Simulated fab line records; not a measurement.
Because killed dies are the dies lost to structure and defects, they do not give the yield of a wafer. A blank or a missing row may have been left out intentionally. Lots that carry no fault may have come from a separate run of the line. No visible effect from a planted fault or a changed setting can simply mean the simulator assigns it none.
fab line records | flow sky130
record: lots: 24 wafers: 72 lastDay: 50
route steps=708 shown VT_ADJUST_HVTR@138 POLY_GATE@235 VIA1@460 METAL2@503 METAL3@566
lots that met no fault: from a run of the same line without faults
startH: hours from the record's first day to the start of the lot's first wafer shown | waitH: how many hours have passed since the lot's step before this one | " identical to the entry in the row above | L1.1+2: several wafers, shown together as one row | - either no value or no given start | * or withheld: withheld | < > ~ a bound
route shown NAME@n: a module of which the file shows steps, and the number in the route of the first | usual: mean and standard deviation over wafers with no fault | same: alike in all rows | chamber/n: place in a boat | sites: each site's reading | _std_site: standard deviation of those values | _edge_site: mean of outer sites minus mean of inner sites | radiusMm: how far each site lies from the wafer's centre | mask NAME#n: copy n | behind: the most recent tool/chamber to have shaped the wafer | hold: reason for holding the lot/hours on hold/outcome of the hold | device: the transistor (n, p or np) that didn't switch | end of line: tests run on the same wafers once the route is complete | where a step has no rows: the recipe by itself | killed: count of dies lost to structure and defects at first sort (not the wafer's yield) | map: a wafer's dies, marking killed ones x, the rest . and places with no die _
set.NAME: the setting that was run; set.NAME@STEP: the one run at that earlier step | model.NAME: the simulator's own value behind a step, which no gauge read
one table for each step of the route and one row for each wafer, over a sample of lots
services: the hour from which a tool's chamber was out of use, counted from the record's first day as startH (under 0 if before that day), plus the number of hours and why
== steps ==
step: SKY_VT_ADJUST_HVTR_CD_MEAS_07
recipe: targetCdNm: 380
usual: cdNm: 380.7/2.7
columns lot.wafer tool chamber startH waitH cdNm
L074.1 cdSem-01 - 199.96 0.1 380.9
L074.5 " - " " 379.7
L074.6 " - " " 378.1
L075.2 cdSem-02 - 211.43 0.1 385.2
L075.4 " - " " 385.1
L075.6 " - " " 383.0
L076.1 cdSem-01 - 220.93 0.1 380.2
L076.4 " - " " 378.6
L076.5 " - " " 381.1
L077.1 cdSem-02 - 222.78 0.1 381.9
L077.2 " - " " 382.8
L077.3 " - " " 382.1
L078.1 cdSem-01 - 229.38 0.1 383.5
L078.3 " - " " 384.8
L078.4 " - " " 382.0
L079.2 cdSem-01 - 240.10 0.1 378.8
L079.3 " - " " 379.1
L079.4 " - " " 377.2
L080.1 cdSem-02 - 249.13 0.1 381.4
L080.3 " - " " 381.7
L080.5 " - " " 383.2
L081.2 cdSem-02 - 250.35 0.1 373.1
L081.3 " - " " 375.1
L081.4 " - " " 375.9
L082.2 cdSem-01 - 257.45 0.1 382.7
L082.4 " - " " 383.6
L082.5 " - " " 381.9
L083.1 cdSem-02 - 264.63 0.1 382.8
L083.2 " - " " 384.3
L083.6 " - " " 384.9
L084.1 cdSem-02 - 274.01 0.1 379.7
L084.3 " - " " 381.4
L084.4 " - " " 381.8
L085.3 cdSem-02 - 279.50 0.1 382.6
L085.4 " - " " 379.7
L085.5 " - " " 379.4
L086.1 cdSem-02 - 284.48 0.1 381.3
L086.4 " - " " 380.0
L086.6 " - " " 381.3
L087.1 cdSem-01 - 293.21 0.1 377.8
L087.2 " - " " 379.7
L087.5 " - " " 378.8
L088.4 cdSem-01 - 302.24 0.1 381.0
L088.5 " - " " 379.1
L088.6 " - " " 380.1
L089.2 cdSem-02 - 308.95 0.1 379.0
L089.3 " - " " 374.0
L089.6 " - " " 377.9
L090.2 cdSem-02 - 316.35 0.1 384.0
L090.3 " - " " 380.4
L090.4 " - " " 380.5
L091.3 cdSem-01 - 333.87 0.1 379.1
L091.5 " - " " 382.6
L091.6 " - " " 379.3
L092.1 cdSem-01 - 339.58 0.1 377.6
L092.2 " - " " 380.4
L092.4 " - " " 381.0
L093.3 cdSem-01 - 353.17 0.1 382.1
L093.5 " - " " 382.2
L093.6 " - " " 384.4
L094.1 cdSem-02 - 358.18 0.1 373.6
L094.5 " - " " 377.4
L094.6 " - " " 376.8
L095.1 cdSem-01 - 359.71 0.1 386.1
L095.2 " - " " 386.7
L095.3 " - " " 386.1
L096.2 cdSem-02 - 364.78 0.1 382.8
L096.3 " - " " 383.0
L096.6 " - " " 382.2
L097.2 cdSem-02 - 377.60 0.1 379.1
L097.4 " - " " 378.8
L097.6 " - " " 378.9
step: SKY_POLY_GATE_THK_MEAS_21
recipe: reads: SiO2_of_POLY_GATE_OXIDATION_20
usual: POLY_GATE_OXIDATION_THK: 4.00/0.084
columns lot.wafer tool chamber startH waitH POLY_GATE_OXIDATION_THK[nm]
L074.1 filmMetro-02 - 368.48 0.0 4.08
L074.5 " - " " 4.03
L074.6 " - " " 4.01
L075.2 filmMetro-02 - 380.12 0.0 4.10
L075.4 " - " " 4.13
L075.6 " - " " 4.07
L076.1 filmMetro-04 - 394.21 0.0 3.96
L076.4 " - " " 3.87
L076.5 " - " " 3.96
L077.1 filmMetro-04 - 396.63 0.0 3.95
L077.2 " - " " 3.81
L077.3 " - " " 3.82
L078.1 filmMetro-04 - 419.52 0.0 3.95
L078.3 " - " " 3.91
L078.4 " - " " 3.86
L079.2 filmMetro-03 - 420.65 0.0 3.89
L079.3 " - " " 3.92
L079.4 " - " " 3.89
L080.1 filmMetro-03 - 427.32 0.0 3.99
L080.3 " - " " 3.97
L080.5 " - " " 4.03
L081.2 filmMetro-03 - 429.86 0.1 3.89
L081.3 " - " " 3.91
L081.4 " - " " 3.92
L082.2 filmMetro-04 - 439.49 0.0 3.91
L082.4 " - " " 3.93
L082.5 " - " " 3.97
L083.1 filmMetro-03 - 445.76 0.0 3.91
L083.2 " - " " 3.99
L083.6 " - " " 3.98
L084.1 filmMetro-04 - 454.84 0.0 4.01
L084.3 " - " " 3.93
L084.4 " - " " 3.84
L085.3 filmMetro-03 - 464.14 0.0 4.18
L085.4 " - " " 4.09
L085.5 " - " " 4.12
L086.1 filmMetro-02 - 471.89 0.0 4.09
L086.4 " - " " 4.03
L086.6 " - " " 4.18
L087.1 filmMetro-04 - 480.51 0.0 4.07
L087.2 " - " " 4.08
L087.5 " - " " 4.00
L088.4 filmMetro-02 - 490.64 0.0 3.98
L088.5 " - " " 3.99
L088.6 " - " " 4.11
L089.2 filmMetro-03 - 498.88 0.0 4.15
L089.3 " - " " 4.09
L089.6 " - " " 4.11
L090.2 filmMetro-04 - 523.56 0.0 3.92
L090.3 " - " " 3.88
L090.4 " - " " 3.89
L092.1 filmMetro-04 - 542.09 0.0 3.95
L092.2 " - " " 3.99
L092.4 " - " " 3.96
L091.3 filmMetro-02 - 542.33 0.0 4.06
L091.5 " - " " 4.01
L091.6 " - " " 4.07
L093.3 filmMetro-02 - 547.46 0.0 3.91
L093.5 " - " " 3.98
L093.6 " - " " 3.90
L094.1 filmMetro-04 - 548.54 0.0 4.12
L094.5 " - " " 4.05
L094.6 " - " " 4.03
L095.1 filmMetro-04 - 552.69 0.0 4.04
L095.2 " - " " 3.96
L095.3 " - " " 3.95
L096.2 filmMetro-02 - 558.49 0.0 3.96
L096.3 " - " " 4.05
L096.6 " - " " 3.94
L097.2 filmMetro-02 - 571.05 0.0 4.08
L097.4 " - " " 4.10
L097.6 " - " " 4.12
step: SKY_VIA1_CMP_02
recipe: material: SiO2 downForcePsi: 4 platenRpm: 60 padVelocityMS: 0.94248
usual: motorCurrentA: 11.7/0.9
columns lot.wafer tool chamber startH waitH motorCurrentA
L074.1 cmp-01 0 761.09 0.1 11.8
L074.5 " 3 " " 9.7
L074.6 " 0 " " 11.7
L075.4 cmp-01 0 768.91 0.0 11.6
L075.2 " 2 " " 11.2
L075.6 " 1 " " 13.5
L076.1 cmp-01 1 785.00 0.1 13.1
L076.4 " 0 " " 11.6
L076.5 " 2 " " 11.7
L077.3 cmp-01 0 789.59 0.0 11.8
L077.2 " 2 " " 11.6
L077.1 " 3 " " 10.5
L078.1 cmp-01 1 805.62 0.1 13.4
L078.3 " 2 " " 11.4
L078.4 " 3 " " 11.0
L079.4 cmp-01 3 808.36 0.0 10.0
L079.2 " 0 " " 11.8
L079.3 " 1 " " 13.5
L080.3 cmp-01 3 815.16 0.0 10.3
L080.1 " 1 " " 12.3
L080.5 " 0 " " 11.5
L081.3 cmp-02 1 816.64 0.0 11.0
L081.4 " 3 " " 12.4
L081.2 " 0 " " 10.9
L082.2 cmp-02 3 824.63 0.1 12.1
L082.4 " 2 " " 11.5
L082.5 " 3 " " 12.5
L083.1 cmp-01 1 830.30 0.1 14.3
L083.2 " 3 " " 10.1
L083.6 " 2 " " 11.4
L084.1 cmp-02 2 835.38 0.1 11.3
L084.4 " 3 " " 12.5
L084.3 " 0 " " 11.3
L085.3 cmp-02 2 847.14 0.0 11.2
L085.4 " 3 " " 13.3
L085.5 " 2 " " 11.2
L086.4 cmp-02 1 851.90 0.0 11.9
L086.1 " 0 " " 10.9
L086.6 " 1 " " 11.3
L087.1 cmp-02 0 858.25 0.1 10.6
L087.2 " 2 " " 12.0
L087.5 " 0 " " 10.9
L088.4 cmp-02 3 868.79 0.1 12.0
L088.6 " 2 " " 11.9
L088.5 " 3 " " 13.1
L089.3 cmp-02 0 873.74 0.0 11.1
L089.2 " 1 " " 12.1
L089.6 " 1 " " 11.6
L090.3 cmp-02 1 896.38 0.1 11.7
L090.2 " 2 " " 11.5
L090.4 " 3 " " 12.5
L092.1 cmp-02 2 908.39 0.1 11.9
L092.2 " 3 " " 12.4
L092.4 " 0 " " 11.2
L091.3 cmp-02 0 910.49 0.0 11.1
L091.6 " 0 " " 11.2
L091.5 " 1 " " 11.5
L094.1 cmp-01 2 914.12 0.4 11.1
L094.6 " 3 " " 11.2
L094.5 " 0 " " 11.7
L093.3 cmp-01 2 917.11 0.0 11.5
L093.5 " 2 " " 11.4
L093.6 " 3 " " 9.8
L095.1 cmp-01 0 919.36 0.1 11.8
L095.2 " 1 " " 12.9
L095.3 " 3 " " 10.4
L096.3 cmp-01 0 925.04 0.0 11.4
L096.2 " 3 " " 10.5
L096.6 " 0 " " 12.0
L097.4 cmp-01 3 935.34 0.0 10.4
L097.2 " 2 " " 11.7
L097.6 " 3 " " 10.7
step: SKY_METAL2_STRIP_20
recipe: chemistry: O2/N2 powerW: 1400 pressureMtorr: 1500 platenTempC: withheld o2FlowSccm: 3000 n2FlowSccm: 300 overashFraction: 0.5
usual: drypumpMotorCurrentA: 5.52/0.23 n2FlowSccm: 299.9/0.95 oesProductAu: 0.343/0.0069 stripTimeToEndpointS: 2.70/0.1
columns lot.wafer tool chamber startH waitH drypumpMotorCurrentA n2FlowSccm oesProductAu rfHoursCounterH stripTimeToEndpointS
L074.1 plasmaAsher-03 0 817.09 0.1 5.19 299.9 0.347 36 2.84
L074.5 " 0 " " 5.20 300.7 0.348 - 2.83
L074.6 " 1 " " 5.88 299.8 0.340 - 2.81
L075.2 plasmaAsher-01 0 824.07 0.1 5.52 299.5 0.340 8 2.59
L075.4 " 1 " " 5.43 299.1 0.348 - 2.77
L075.6 " 1 " " 5.41 298.0 0.335 - 2.70
L076.1 plasmaAsher-01 1 839.60 0.1 5.41 300.4 0.334 10 2.66
L076.4 " 0 " " 5.54 300.1 0.344 - 2.63
L076.5 " 1 " " 5.43 301.9 0.346 - 2.66
L077.1 plasmaAsher-03 1 844.02 0.1 5.90 300.1 0.342 39 2.65
L077.2 " 0 " " 5.21 300.3 0.339 39 2.56
L077.3 " 0 " " 5.22 299.5 0.335 - 2.68
L078.1 plasmaAsher-01 0 860.77 0.1 5.54 300.5 0.330 12 2.55
L078.3 " 0 " " 5.54 300.0 0.335 - 2.53
L078.4 " 1 " " 5.42 300.7 0.336 - 2.69
L079.2 plasmaAsher-02 1 863.12 0.1 5.69 299.6 0.342 106 2.69
L079.3 " 1 " " 5.72 298.6 0.340 - 2.55
L079.4 " 0 " " 5.36 300.0 0.353 - 2.70
L080.1 plasmaAsher-03 1 869.69 0.1 5.89 299.9 0.343 42 2.68
L080.3 " 0 " " 5.20 299.4 0.346 - 2.67
L080.5 " 0 " " 5.19 298.4 0.340 - 2.68
L081.2 plasmaAsher-01 0 870.76 0.1 5.56 300.9 0.338 13 2.57
L081.3 " 0 " " 5.55 299.4 0.344 - 2.74
L081.4 " 1 " " 5.43 299.7 0.334 - 2.60
L082.2 plasmaAsher-01 0 879.87 0.1 5.51 299.4 0.343 13 2.65
L082.4 " 0 " " 5.51 298.8 0.348 - 2.65
L082.5 " 0 " " 5.53 299.1 0.345 - 2.65
L083.1 plasmaAsher-03 0 884.22 0.1 5.21 298.9 0.358 43 2.85
L083.2 " 1 " " 5.90 300.5 0.345 43 2.76
L083.6 " 1 " " 5.91 299.6 0.354 - 2.76
L084.1 plasmaAsher-03 1 892.12 0.1 5.92 299.1 0.349 44 2.68
L084.3 " 0 " " 5.20 299.4 0.339 - 2.70
L084.4 " 1 " " 5.89 298.0 0.347 - 2.66
L085.3 plasmaAsher-02 0 901.27 0.1 5.38 297.1 0.348 - 2.84
L085.4 " 1 " " 5.73 301.4 0.351 - 2.72
L085.5 " 1 " " 5.73 299.7 0.351 - 2.83
L086.1 plasmaAsher-03 1 906.51 0.1 5.93 300.8 0.343 46 2.76
L086.4 " 1 " " 5.91 301.4 0.340 - 2.74
L086.6 " 1 " " 5.90 299.7 0.352 - 2.86
L087.1 plasmaAsher-01 1 911.39 0.1 5.41 299.9 0.341 16 2.71
L087.2 " 0 " " 5.56 300.6 0.338 16 2.80
L087.5 " 0 " " 5.53 300.3 0.356 - 2.79
L088.4 plasmaAsher-01 0 921.65 0.1 5.52 301.1 0.350 - 2.87
L088.5 " 1 " " 5.46 298.9 0.344 - 2.86
L088.6 " 0 " " 5.53 300.9 0.345 - 2.75
L089.2 plasmaAsher-02 1 926.66 0.1 5.74 299.2 0.334 113 2.45
L089.3 " 0 " " 5.39 299.6 0.333 - 2.47
L089.6 " 1 " " 5.74 299.8 0.338 - 2.48
L090.2 plasmaAsher-02 1 948.44 0.1 5.72 301.0 0.355 115 2.80
L090.3 " 0 " " 5.34 300.2 0.354 - 2.87
L090.4 " 1 " " 5.71 299.2 0.347 - 2.80
L092.1 plasmaAsher-02 0 960.72 0.1 5.38 302.3 0.351 116 2.74
L092.2 " 1 " " 5.75 300.9 0.341 116 2.65
L092.4 " 1 " " 5.72 300.6 0.353 - 2.71
L091.3 plasmaAsher-02 0 962.24 0.1 5.39 299.0 0.350 - 2.69
L091.5 " 1 " " 5.71 300.8 0.337 - 2.68
L091.6 " 0 " " 5.38 297.7 0.340 - 2.48
L094.1 plasmaAsher-03 0 966.29 0.1 5.18 300.8 0.353 51 2.76
L094.5 " 0 " " 5.22 299.0 0.344 - 2.65
L094.6 " 1 " " 5.89 300.7 0.343 - 2.75
L093.3 plasmaAsher-03 0 969.09 0.1 5.20 301.1 0.346 - 2.75
L093.5 " 1 " " 5.90 299.8 0.336 - 2.65
L093.6 " 0 " " 5.20 299.5 0.339 - 2.75
L095.1 plasmaAsher-01 0 970.89 0.1 5.50 299.1 0.351 22 2.80
L095.2 " 1 " " 5.41 300.2 0.344 22 2.78
L095.3 " 1 " " 5.41 299.6 0.345 - 2.77
L096.2 plasmaAsher-02 1 978.16 0.1 5.71 300.1 0.342 118 2.70
L096.3 " 0 " " 5.38 300.3 0.343 - 2.71
L096.6 " 1 " " 5.73 301.2 0.347 - 2.68
L097.2 plasmaAsher-02 1 987.92 0.1 5.73 300.5 0.345 119 2.76
L097.4 " 0 " " 5.38 299.4 0.344 - 2.76
L097.6 " 0 " " 5.35 300.9 0.342 - 2.70
step: SKY_METAL3_ETCH_16
recipe: chemistry: N2/H2 target: BARC ionEnergyEv: 200 biasW: 100 pressureMtorr: 30 n2FlowSccm: 100 h2FlowSccm: 200 icpW: 500 stopOn: SiO2 timeS: 88.2 targetDepthA: 600
usual: drypumpMotorCurrentA: 5.70/0.27 n2FlowSccm: 100.0/0.33 oesProductAu: 0.625/0.0048 throttleValvePct: 13.206/0.0092
columns lot.wafer tool chamber startH waitH drypumpMotorCurrentA n2FlowSccm oesProductAu rfHoursCounterH throttleValvePct
L074.1 rieMetal-04 1 899.05 0.0 5.65 99.8 0.624 10 13.212
L074.5 " 0 " " 5.49 99.9 0.623 - 13.197
L074.6 " 1 " " 5.65 100.1 0.630 - 13.211
L075.2 rieMetal-04 0 906.22 0.0 5.48 100.2 0.617 9 13.198
L075.4 " 0 " " 5.46 100.2 0.631 - 13.197
L075.6 " 1 " " 5.63 100.3 0.627 - 13.199
L076.1 rieMetal-02 1 919.40 0.1 6.16 100.0 0.624 11 13.215
L076.4 " 1 " " 6.15 100.2 0.624 - 13.210
L076.5 " 1 " " 6.15 100.3 0.621 - 13.211
L077.1 rieMetal-04 0 924.12 0.0 5.48 100.6 0.623 10 13.206
L077.2 " 1 " " 5.66 99.7 0.628 12 13.192
L077.3 " 1 " " 5.67 99.9 0.634 - 13.212
L078.1 rieMetal-04 1 938.92 0.0 5.66 99.9 0.615 12 13.213
L078.3 " 1 " " 5.63 99.8 0.635 - 13.222
L078.4 " 0 " " 5.47 99.9 0.628 - 13.202
L079.2 rieMetal-04 0 943.17 0.0 5.46 100.2 0.636 11 13.198
L079.3 " 1 " " 5.68 100.0 0.632 - 13.222
L079.4 " 0 " " 5.47 100.5 0.621 - 13.214
L080.1 rieMetal-04 1 948.67 0.0 5.64 100.5 0.633 12 13.206
L080.3 " 0 " " 5.48 100.3 0.625 - 13.219
L080.5 " 1 " " 5.64 100.4 0.626 - 13.213
L081.2 rieMetal-02 0 950.52 0.0 6.10 99.7 0.622 1 13.206
L081.3 " 1 " " 6.17 99.6 0.619 - 13.208
L081.4 " 0 " " 6.12 100.2 0.633 - 13.204
L082.2 rieMetal-01 0 958.60 0.0 5.66 99.9 0.627 14 13.212
L082.4 " 0 " " 5.67 99.7 0.628 - 13.199
L082.5 " 1 " " 5.35 99.7 0.619 - 13.199
L083.1 rieMetal-04 0 963.05 0.0 5.46 99.3 0.627 12 13.199
L083.2 " 1 " " 5.65 100.1 0.621 13 13.209
L083.6 " 0 " " 5.46 99.9 0.621 - 13.201
L084.1 rieMetal-04 0 970.12 0.0 5.47 100.5 0.632 12 13.188
L084.3 " 0 " " 5.47 100.0 0.623 - 13.208
L084.4 " 1 " " 5.64 100.0 0.628 - 13.209
L085.3 rieMetal-01 0 979.90 0.0 5.67 99.8 0.625 - 13.194
L085.4 " 1 " " 5.35 100.4 0.620 - 13.199
L085.5 " 1 " " 5.34 100.3 0.620 - 13.218
L086.1 rieMetal-04 0 982.90 0.0 5.47 99.2 0.617 13 13.218
L086.4 " 1 " " 5.67 99.8 0.614 - 13.223
L086.6 " 0 " " 5.47 99.5 0.624 - 13.202
L087.1 rieMetal-04 0 989.42 0.0 5.47 100.6 0.622 13 13.195
L087.2 " 1 " " 5.64 100.2 0.628 14 13.209
L087.5 " 1 " " 5.66 99.8 0.622 - 13.210
L088.4 rieMetal-02 0 1000.44 0.0 6.09 100.1 0.624 - 13.219
L088.5 " 0 " " 6.11 100.2 0.628 - 13.212
L088.6 " 1 " " 6.15 100.2 0.617 - 13.193
L089.2 rieMetal-04 1 1003.95 0.0 5.64 100.6 0.623 15 13.209
L089.3 " 1 " " 5.63 100.4 0.625 - 13.204
L089.6 " 0 " " 5.47 99.4 0.621 - 13.205
L090.2 rieMetal-01 0 1023.85 0.0 5.67 99.9 0.636 18 13.203
L090.3 " 0 " " 5.67 99.9 0.625 - 13.208
L090.4 " 1 " " 5.36 100.1 0.624 - 13.205
L092.1 rieMetal-02 0 1035.35 0.0 6.10 99.9 0.623 5 13.207
L092.2 " 1 " " 6.16 99.8 0.632 19 13.212
L092.4 " 0 " " 6.10 99.6 0.627 - 13.214
L091.3 rieMetal-04 1 1037.00 0.0 5.63 100.1 0.622 - 13.206
L091.5 " 0 " " 5.46 99.8 0.630 - 13.206
L091.6 " 1 " " 5.62 100.1 0.632 - 13.183
L094.1 rieMetal-02 1 1039.15 0.0 6.16 99.9 0.633 20 13.208
L094.5 " 1 " " 6.16 100.9 0.632 - 13.201
L094.6 " 0 " " 6.08 99.9 0.631 - 13.187
L093.3 rieMetal-04 0 1045.50 0.0 5.47 100.3 0.636 - 13.200
L093.5 " 0 " " 5.47 99.9 0.634 - 13.209
L093.6 " 1 " " 5.64 99.3 0.628 - 13.200
L095.1 rieMetal-04 0 1047.12 0.0 5.44 100.3 0.619 16 13.212
L095.2 " 1 " " 5.68 100.2 0.623 17 13.202
L095.3 " 0 " " 5.47 100.1 0.620 - 13.227
L096.2 rieMetal-01 1 1050.87 0.0 5.35 100.4 0.623 21 13.206
L096.3 " 0 " " 5.67 99.9 0.620 - 13.208
L096.6 " 0 " " 5.72 100.0 0.625 - 13.199
L097.2 rieMetal-02 1 1058.65 0.0 6.17 99.8 0.626 21 13.209
L097.4 " 1 " " 6.18 99.2 0.632 - 13.190
L097.6 " 1 " " 6.17 99.8 0.625 - 13.206
step: SKY_METAL3_METAL_ETCH_18
recipe: targetDepthA: 8450 stopOn: SiO2 overEtchFrac: 0.3 timeS: 183.1 chemistry: Cl2/BCl3 resistSidewallDeg: 88 pressureMtorr: 10 icpW: 900 biasW: 48.5 Cl2_flow_sccm: 60 bcl3FlowSccm: 30
usual: drypumpMotorCurrentA: 5.8/0.32 mfcCl2Sccm: 60.04/0.2 oesProductAu: 0.868/0.006 throttleValvePct: 22.263/0.01
columns lot.wafer tool chamber startH waitH drypumpMotorCurrentA mfcCl2Sccm oesProductAu rfHoursCounterH throttleValvePct
L074.1 rieMetal-02 1 899.17 0.0 6.1 60.16 0.867 10 22.267
L074.5 " 1 " " 6.1 60.11 0.867 - 22.264
L074.6 " 0 " " 6.1 59.75 0.863 - 22.287
L075.2 rieMetal-01 1 906.34 0.0 5.4 59.80 0.864 13 22.283
L075.4 " 1 " " 5.3 59.77 0.860 - 22.257
L075.6 " 0 " " 5.7 60.24 0.873 - 22.260
L076.1 rieMetal-04 1 919.61 0.0 5.7 60.07 0.868 11 22.252
L076.4 " 0 " " 5.5 60.15 0.869 - 22.267
L076.5 " 0 " " 5.5 60.43 0.869 - 22.256
L077.1 rieMetal-02 1 924.25 0.0 6.2 60.17 0.872 12 22.256
L077.2 " 1 " " 6.1 60.22 0.880 - 22.270
L077.3 " 1 " " 6.1 59.92 0.873 - 22.262
L078.1 rieMetal-01 1 939.04 0.0 5.3 60.28 0.872 14 22.264
L078.3 " 0 " " 5.7 60.29 0.870 - 22.257
L078.4 " 1 " " 5.3 59.96 0.877 - 22.266
L079.2 rieMetal-01 1 943.28 0.0 5.3 59.58 0.863 14 22.278
L079.3 " 0 " " 5.7 60.28 0.871 - 22.260
L079.4 " 1 " " 5.3 59.46 0.867 - 22.259
L080.1 rieMetal-02 1 948.79 0.0 6.1 59.89 0.871 14 22.259
L080.3 " 1 " " 6.2 59.81 0.862 - 22.270
L080.5 " 0 " " 6.1 59.95 0.864 - 22.255
L081.2 rieMetal-01 1 950.63 0.0 5.4 60.01 0.873 15 22.263
L081.3 " 1 " " 5.3 60.27 0.874 - 22.251
L081.4 " 0 " " 5.7 59.77 0.863 - 22.270
L082.2 rieMetal-02 1 958.72 0.0 6.2 59.98 0.876 15 22.292
L082.4 " 0 " " 6.1 60.02 0.870 - 22.267
L082.5 " 0 " " 6.1 59.67 0.879 - 22.256
L083.1 rieMetal-01 1 963.17 0.0 5.3 60.04 0.867 15 22.243
L083.2 " 0 " " 5.7 60.16 0.865 15 22.275
L083.6 " 0 " " 5.7 59.74 0.860 - 22.259
L084.1 rieMetal-02 1 970.24 0.0 6.1 60.19 0.867 16 22.250
L084.3 " 0 " " 6.1 59.89 0.859 - 22.265
L084.4 " 1 " " 6.2 60.03 0.861 - 22.262
L085.3 rieMetal-02 1 980.04 0.1 6.1 59.90 0.865 - 22.270
L085.4 " 0 " " 6.1 60.09 0.870 - 22.259
L085.5 " 1 " " 6.1 59.84 0.863 - 22.236
L086.1 rieMetal-01 0 983.02 0.0 5.7 59.80 0.867 16 22.260
L086.4 " 0 " " 5.6 60.18 0.868 - 22.268
L086.6 " 1 " " 5.4 59.82 0.865 - 22.272
L087.1 rieMetal-01 0 989.53 0.0 5.6 60.27 0.879 16 22.277
L087.2 " 1 " " 5.3 60.29 0.865 17 22.271
L087.5 " 1 " " 5.3 60.27 0.878 - 22.262
L088.4 rieMetal-01 0 1000.58 0.1 5.7 59.95 0.873 - 22.264
L088.5 " 1 " " 5.4 59.78 0.868 - 22.272
L088.6 " 0 " " 5.7 59.93 0.869 - 22.253
L089.2 rieMetal-02 1 1004.07 0.0 6.2 59.92 0.878 17 22.272
L089.3 " 1 " " 6.2 60.06 0.879 - 22.247
L089.6 " 0 " " 6.1 59.89 0.877 - 22.264
L090.2 rieMetal-02 1 1023.97 0.0 6.1 60.17 0.863 18 22.263
L090.3 " 0 " " 6.1 60.15 0.865 - 22.254
L090.4 " 1 " " 6.2 60.30 0.867 - 22.237
L092.1 rieMetal-01 1 1035.47 0.0 5.3 60.04 0.873 20 22.268
L092.2 " 0 " " 5.7 60.19 0.869 19 22.251
L092.4 " 0 " " 5.7 60.36 0.874 - 22.268
L091.3 rieMetal-01 0 1037.14 0.1 5.7 60.29 0.855 - 22.261
L091.5 " 1 " " 5.4 60.13 0.863 - 22.253
L091.6 " 0 " " 5.7 60.21 0.879 - 22.250
L094.1 rieMetal-04 0 1039.27 0.0 5.5 60.27 0.857 16 22.255
L094.5 " 1 " " 5.6 59.97 0.855 - 22.259
L094.6 " 0 " " 5.5 60.10 0.865 - 22.264
L093.3 rieMetal-02 0 1045.65 0.1 6.1 59.87 0.868 - 22.263
L093.5 " 0 " " 6.1 59.96 0.867 - 22.263
L093.6 " 1 " " 6.2 60.45 0.866 - 22.277
L095.1 rieMetal-02 0 1047.23 0.0 6.1 59.97 0.874 6 22.249
L095.2 " 1 " " 6.1 59.78 0.868 20 22.271
L095.3 " 0 " " 6.1 60.10 0.864 - 22.258
L096.2 rieMetal-04 1 1050.98 0.0 5.6 59.95 0.867 18 22.251
L096.3 " 0 " " 5.5 60.34 0.865 - 22.258
L096.6 " 1 " " 5.6 60.18 0.869 - 22.262
L097.2 rieMetal-04 0 1058.77 0.0 5.5 60.25 0.877 17 22.265
L097.4 " 0 " " 5.5 60.11 0.882 - 22.262
L097.6 " 0 " " 5.5 60.07 0.884 - 22.277
== services ==
columns tool chamber startH hours kind
cmp-01 - 744.22 4.0 pm
rieMetal-01 1 748.65 1.4 repair
plasmaAsher-03 - 754.58 12.2 pm
plasmaAsher-01 - 770.12 3.0 repair
cmp-01 - 801.17 1.3 repair
plasmaAsher-01 - 842.92 1.7 repair
cmp-02 - 859.24 5.6 pm
rieMetal-01 - 871.19 1.4 pm
plasmaAsher-01 - 873.68 4.5 repair
rieMetal-04 - 876.98 1.0 repair
cmp-02 - 877.88 1.7 repair
cmp-01 - 878.99 0.6 repair
rieMetal-01 0 879.31 26.7 repair
rieMetal-02 1 880.56 8.8 repair
cmp-02 - 883.69 5.8 pm
cmp-02 - 912.27 4.0 pm
rieMetal-02 0 914.91 - clean
rieMetal-02 0 914.91 17.2 scheduledDown
rieMetal-02 0 938.93 4.4 repair
cmp-02 - 968.88 4.3 repair
plasmaAsher-02 - 994.87 15.6 pm
cmp-01 - 1037.53 0.9 repair
plasmaAsher-03 - 1041.45 12.4 repair
plasmaAsher-02 - 1055.25 9.0 pm
== key ==
fault none
